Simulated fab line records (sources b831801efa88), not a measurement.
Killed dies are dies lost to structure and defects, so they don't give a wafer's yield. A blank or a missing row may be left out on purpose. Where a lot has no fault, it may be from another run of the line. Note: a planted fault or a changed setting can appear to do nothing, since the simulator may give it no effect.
fab line records    flow gf180mcu
record: lots: 13  wafers: 39  last-day: 35
route steps=602 shown STI@4
lots that met no fault: from a run of the same line without faults
start-h: hours from the record's opening day to when the first of the lot's shown wafers began    wait-h: time in hours since the lot's previous step    " unchanged from the row above    L1.1+2: a single row standing in for several wafers    - no value present, or no start provided    * or withheld: withheld    < > ~ a bound
route shown NAME@n: NAME is a module with steps in the file, n the number in the route of the first one    usual: mean/standard deviation of fault-free wafers    same: alike in all rows    chamber/n: place in a boat    sites: readings site by site    _std_site: their standard deviation    _edge_site: inner sites' mean taken away from outer sites' mean    radius-mm: for every site, how far away it sits from the centre of the wafer    mask NAME#n: copy n    behind: tool/chamber where the wafer was last shaped    hold: what put the lot on hold/how long, in hours/how the hold closed    device: the transistor (n, p or np) that didn't switch    end of line: the tests these same wafers got at the end of their route    where a step has no rows: the recipe by itself    killed: dies lost to structure and defects at the first sort, not the wafer's yield    map: dies across one wafer; x = killed, . = not, _ = none there
set.NAME: the setting as run; set.NAME@STEP: as run at that earlier step    model.NAME: the simulator's own value behind a step, which no gauge read
steps of the route over a sample of lots; a table a step, a row a wafer
services: the hour from which a tool's chamber was out of use, counted from the record's first day as start-h (under 0 if before that day), plus the number of hours and why
== steps ==
step: GF_STI_CVD_03
recipe: material: Si3N4  precursor: DCS/NH3  target-thk-nm: 207.16  temp-c: 770  time-s: 3551  pressure-mtorr: 250
usual: spike-tc-bottom-C: 790.6/1.3  spike-tc-centre-C: 770.9/1.5  spike-tc-lower-C: 770.5/1.7  spike-tc-top-C: 782.3/1.9  spike-tc-upper-C: 770.3/1.2  susceptor-temp-C: 770.0/0.35  zone-power-lower-pct: 12.1/0.7
lot.wafer  tool      chamber  start-h  wait-h  spike-tc-bottom-C  spike-tc-centre-C  spike-tc-lower-C  spike-tc-top-C  spike-tc-upper-C  susceptor-temp-C  zone-power-lower-pct
L235.1     lpcvd-02  1        11.57    0.1     788.9              772.2              769.2             782.0           771.1             769.2             11.5
L235.2     "         1        "        "       790.2              771.5              769.5             783.9           768.4             769.2             11.3
L235.3     "         1        "        "       790.4              772.0              771.9             783.8           770.0             769.7             11.4
L236.3     lpcvd-02  1        17.91    0.0     790.9              772.1              770.3             783.9           769.0             770.3             11.5
L236.5     "         1        "        "       789.7              772.0              770.2             781.2           770.1             770.1             11.3
L236.6     "         1        "        "       789.3              773.5              768.6             785.1           772.7             770.3             11.5
L238.1     lpcvd-01  1        29.88    0.1     789.0              770.9              768.0             783.9           770.6             770.3             12.5
L238.3     "         1        "        "       790.3              771.3              766.2             782.1           769.3             770.1             12.6
L238.6     "         1        "        "       790.0              773.0              768.4             781.9           770.2             770.2             12.3
L239.1     lpcvd-01  0        32.52    0.1     792.4              771.4              769.8             785.0           768.6             770.2             11.2
L239.3     "         0        "        "       791.7              772.2              768.2             782.8           770.7             770.2             11.5
L239.4     "         0        "        "       789.7              770.7              770.1             784.0           767.6             770.4             11.3
L240.1     lpcvd-02  0        36.57    0.1     792.0              771.3              772.9             781.1           770.0             770.5             13.1
L240.2     "         0        "        "       791.1              768.3              773.2             779.4           771.2             770.6             13.2
L240.6     "         0        "        "       792.2              767.5              772.3             780.3           770.3             770.8             12.9
L243.2     lpcvd-02  0        52.36    0.0     790.0              769.8              772.2             781.1           771.2             769.8             12.9
L243.3     "         0        "        "       790.4              769.4              771.3             782.1           768.7             770.1             12.9
L243.6     "         0        "        "       793.4              770.5              773.2             781.3           770.7             769.6             13.0
L244.1     lpcvd-02  1        56.78    0.1     790.0              771.3              769.0             783.8           769.0             769.8             11.4
L244.5     "         1        "        "       789.3              772.4              770.9             783.9           770.0             770.6             11.4
L244.6     "         1        "        "       789.8              771.4              770.5             782.9           770.9             769.6             11.6
L251.1     lpcvd-02  0        92.48    0.1     800.7              776.6              779.5             790.0           780.5             778.6             13.1
L251.2     "         0        "        "       798.7              778.2              780.6             788.6           780.7             778.6             13.3
L251.6     "         0        "        "       798.5              775.6              779.9             787.9           780.4             778.8             13.1
L252.1     lpcvd-02  0        97.64    0.1     798.6              778.1              777.9             788.1           780.0             778.4             13.3
L252.4     "         0        "        "       801.8              776.4              781.2             786.9           779.3             778.3             13.3
L252.6     "         0        "        "       798.4              777.3              781.5             788.8           780.3             778.7             13.2
L253.2     lpcvd-02  1        102.32   0.0     799.0              781.1              776.9             789.9           777.6             778.5             11.6
L253.3     "         1        "        "       798.4              780.7              778.8             789.8           777.0             778.0             11.6
L253.5     "         1        "        "       796.7              781.0              778.7             790.6           780.9             777.9             11.6
L255.1     lpcvd-01  1        111.80   0.2     787.6              771.1              765.4             780.7           769.9             770.1             12.6
L255.2     "         1        "        "       789.3              770.1              767.6             781.5           770.1             769.6             12.6
L255.4     "         1        "        "       788.0              771.3              768.4             782.9           770.7             769.9             12.3
L256.1     lpcvd-01  0        116.57   0.1     792.8              771.2              772.0             783.4           769.8             770.5             11.6
L256.2     "         0        "        "       791.0              769.8              771.2             781.4           771.4             769.7             11.4
L256.4     "         0        "        "       789.8              773.4              770.8             785.0           768.8             770.5             11.3
L257.1     lpcvd-01  0        121.72   0.1     791.0              771.0              769.8             784.9           769.6             769.7             11.3
L257.3     "         0        "        "       790.3              771.2              769.8             784.4           768.7             770.2             11.3
L257.4     "         0        "        "       791.8              771.1              770.1             785.3           769.5             769.6             11.4
step: GF_STI_THK_MEAS_04
recipe: reads: Si3N4_of_STI_CVD_03
usual: STI_CVD_03_THK: 205.8/1.4
lot.wafer  tool           chamber  start-h  wait-h  hold                      STI_CVD_03_THK[nm]
L235.1     film-metro-01  -        13.56    0.0     -                         205.9
L235.2     "              -        "        "       -                         203.8
L235.3     "              -        "        "       -                         206.1
L236.3     film-metro-03  -        19.92    0.0     -                         205.0
L236.5     "              -        "        "       -                         205.7
L236.6     "              -        "        "       -                         207.1
L238.1     film-metro-01  -        31.86    0.0     -                         206.6
L238.3     "              -        "        "       -                         207.3
L238.6     "              -        "        "       -                         206.1
L239.1     film-metro-01  -        34.51    0.0     -                         204.2
L239.3     "              -        "        "       -                         205.8
L239.4     "              -        "        "       -                         205.4
L240.1     film-metro-01  -        38.56    0.0     -                         204.4
L240.2     "              -        "        "       -                         206.0
L240.6     "              -        "        "       -                         205.7
L243.2     film-metro-02  -        54.36    0.0     -                         204.9
L243.3     "              -        "        "       -                         205.8
L243.6     "              -        "        "       -                         204.2
L244.1     film-metro-02  -        58.77    0.0     -                         204.8
L244.5     "              -        "        "       -                         203.5
L244.6     "              -        "        "       -                         202.8
L251.1     film-metro-01  -        94.47    0.0     await-dispo/0.2h/release  240.4
L251.2     "              -        "        "       await-dispo/0.2h/release  241.4
L251.6     "              -        "        "       await-dispo/0.2h/release  242.0
L251.1     film-metro-01  -        94.69    0.2     -                         240.7
L251.2     "              -        "        "       -                         241.3
L251.6     "              -        "        "       -                         241.7
L252.1     film-metro-02  -        99.63    0.0     await-dispo/0.2h/release  240.2
L252.4     "              -        "        "       await-dispo/0.2h/release  243.2
L252.6     "              -        "        "       await-dispo/0.2h/release  242.0
L252.1     film-metro-02  -        99.86    0.2     -                         240.4
L252.4     "              -        "        "       -                         243.2
L252.6     "              -        "        "       -                         241.8
L253.2     film-metro-02  -        104.31   0.0     await-dispo/0.2h/release  239.0
L253.3     "              -        "        "       await-dispo/0.2h/release  240.5
L253.5     "              -        "        "       await-dispo/0.2h/release  241.0
L253.2     film-metro-02  -        104.54   0.2     -                         239.1
L253.3     "              -        "        "       -                         240.1
L253.5     "              -        "        "       -                         241.0
L255.1     film-metro-01  -        113.79   0.0     -                         206.8
L255.2     "              -        "        "       -                         206.2
L255.4     "              -        "        "       -                         208.8
L256.1     film-metro-01  -        118.56   0.0     -                         204.7
L256.2     "              -        "        "       -                         205.7
L256.4     "              -        "        "       -                         203.7
L257.1     film-metro-02  -        123.71   0.0     -                         205.8
L257.3     "              -        "        "       -                         208.0
L257.4     "              -        "        "       -                         205.0
step: GF_STI_ETCH_13
recipe: chemistry: CHF3/O2  stop-on: Si  over-etch-frac: 0.3  target-depth-a: 2823.1  source-w: 583  bias-w: 200  pressure-mtorr: 40  chf3-flow-sccm: 50  O2_flow_sccm: 5  time-s: 112.9
usual: O2_flow_sccm: 4.999/0.015  chamber-pressure-mTorr: 40.01/0.037  drypump-motor-current-A: 5.7/0.43  oes-product-au: 0.830/0.0056  rf-fwd-power-W: 579.6/1.9  throttle-valve-pct: 8.810/0.0094
lot.wafer  tool         chamber  start-h  wait-h  O2_flow_sccm  chamber-pressure-mTorr  drypump-motor-current-A  oes-product-au  rf-fwd-power-W  rf-hours-counter-h  throttle-valve-pct
L235.1     rie-diel-03  0        25.27    0.1     5.016         40.09                   5.7                      0.833           577.6           1                   8.811
L235.2     "            2        "        "       5.027         40.00                   5.9                      0.825           576.2           25                  8.798
L235.3     "            1        "        "       4.995         39.97                   5.9                      0.824           580.1           135                 8.806
L236.3     rie-diel-01  2        31.96    0.1     4.995         39.99                   4.9                      0.824           577.2           110                 8.789
L236.5     "            1        "        "       5.009         40.00                   6.2                      0.830           579.7           -                   8.817
L236.6     "            2        "        "       5.012         40.02                   4.9                      0.835           576.9           -                   8.803
L238.1     rie-diel-02  2        43.93    0.1     4.990         40.03                   6.2                      0.832           580.4           80                  8.809
L238.3     "            3        "        "       5.010         40.01                   5.7                      0.830           580.5           0                   8.811
L238.6     "            2        "        "       4.984         40.00                   6.2                      0.827           582.8           -                   8.805
L239.1     rie-diel-01  3        46.06    0.1     5.007         40.07                   5.4                      0.822           581.2           77                  8.806
L239.3     "            0        "        "       4.999         40.00                   5.1                      0.820           581.8           162                 8.801
L239.4     "            2        "        "       5.018         40.05                   4.9                      0.826           580.5           110                 8.817
L240.1     rie-diel-02  1        51.01    0.1     5.014         39.97                   5.9                      0.827           581.4           70                  8.821
L240.2     "            2        "        "       4.991         40.10                   6.2                      0.829           578.2           80                  8.832
L240.6     "            2        "        "       4.995         39.99                   6.1                      0.823           575.6           -                   8.798
L243.2     rie-diel-03  1        67.18    0.1     4.997         39.98                   5.9                      0.819           578.5           136                 8.815
L243.3     "            2        "        "       4.995         39.95                   5.9                      0.827           581.1           26                  8.813
L243.6     "            2        "        "       4.972         40.04                   5.9                      0.828           580.8           -                   8.809
L244.1     rie-diel-03  2        72.38    0.1     5.005         40.06                   5.9                      0.829           581.4           26                  8.810
L244.5     "            1        "        "       5.014         40.05                   5.9                      0.828           579.7           -                   8.801
L244.6     "            0        "        "       4.982         40.03                   5.7                      0.825           581.4           -                   8.807
L251.1     rie-diel-02  3        108.28   0.1     5.014         40.04                   5.7                      0.903           582.8           2                   8.833
L251.2     "            2        "        "       5.009         40.02                   6.2                      0.908           578.9           82                  8.829
L251.6     "            1        "        "       4.982         40.02                   5.9                      0.900           576.4           -                   8.834
L252.1     rie-diel-02  3        114.12   0.1     5.002         40.03                   5.7                      0.899           578.2           2                   8.836
L252.4     "            1        "        "       5.011         40.04                   5.9                      0.921           582.3           73                  8.833
L252.6     "            1        "        "       4.996         39.96                   5.9                      0.913           579.5           -                   8.822
L253.2     rie-diel-02  2        118.65   0.1     4.996         40.01                   6.2                      0.901           578.7           82                  8.811
L253.3     "            1        "        "       4.993         39.98                   5.9                      0.907           580.4           73                  8.842
L253.5     "            0        "        "       4.997         40.04                   5.1                      0.908           582.4           -                   8.826
L255.1     rie-diel-01  1        128.73   0.1     4.999         39.97                   6.2                      0.838           580.1           34                  8.822
L255.2     "            2        "        "       4.989         39.99                   4.9                      0.837           573.6           112                 8.815
L255.4     "            2        "        "       4.995         39.97                   4.9                      0.842           575.9           -                   8.814
L256.1     rie-diel-01  1        133.33   0.1     4.993         40.08                   6.2                      0.820           581.1           34                  8.811
L256.2     "            2        "        "       4.997         39.96                   4.9                      0.831           579.3           112                 8.814
L256.4     "            3        "        "       5.019         40.01                   5.3                      0.826           581.6           -                   8.802
L257.1     rie-diel-03  0        138.71   0.1     4.980         39.98                   5.7                      0.828           577.1           4                   8.829
L257.3     "            1        "        "       4.991         40.02                   5.9                      0.832           580.8           138                 8.818
L257.4     "            2        "        "       5.005         39.99                   5.9                      0.828           581.3           28                  8.814
== services ==
tool         chamber  start-h  hours  kind
rie-diel-01  -        -11.87   0.6    repair
rie-diel-01  2        3.08     4.2    repair
rie-diel-02  3        6.24     -      clean
rie-diel-02  3        6.24     25.5   scheduled-down
rie-diel-02  3        6.24     25.5   vent-cycle
rie-diel-03  3        16.62    -      clean
rie-diel-03  3        16.62    15.5   scheduled-down
rie-diel-03  3        16.62    15.5   vent-cycle
lpcvd-02     -        20.96    1.1    repair
rie-diel-01  3        40.59    1.5    repair
rie-diel-03  1        47.79    3.9    repair
rie-diel-02  3        56.89    3.7    repair
rie-diel-01  -        69.16    1.9    repair
rie-diel-03  2        73.91    5.1    repair
rie-diel-02  0        82.41    2.0    repair
rie-diel-02  3        83.92    4.8    repair
rie-diel-01  3        87.15    7.0    repair
rie-diel-01  0        116.78   -      clean
rie-diel-01  0        116.78   19.4   scheduled-down
rie-diel-01  0        116.78   19.4   vent-cycle
== key ==
first-sign: step: GF_STI_CVD_03  reading: susceptor-temp-C  direction: up  sigmas: 24  usual: *  struck: *
effect: step: GF_STI_CVD_03  reading: spike-tc-upper-C  direction: up  sigmas: 7.5  usual: 770.3  struck: 779.6
effect: step: GF_STI_THK_MEAS_04  reading: visit  direction: added
effect: step: GF_STI_THK_MEAS_04  reading: STI_CVD_03_THK  direction: up  sigmas: 24  usual: 205.8  struck: 241.1
effect: step: GF_STI_ETCH_13  reading: oes-product-au  direction: up  sigmas: 14  usual: 0.830  struck: 0.907
met-at GF_STI_CVD_03
struck-lots L251,L252,L253
tester-left-out L251,L252,L253
onset-between 56.78 92.48
fault: kind: process-parameter-drift  tool: lpcvd-02  chamber: -  onset-h: 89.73  steps: GF_STI_CVD_03  channel: temp-c  offset: *  shape: step  end-h: 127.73  acts-in: *  stated: *
tester-left-out: of these lots the tester's yield and bins aren't shown, on N5 and GAA mostly nor the transistor test; their killed dies are dies lost to structure and defects alone, not to doping, threshold or leakage, so they don't give the yield
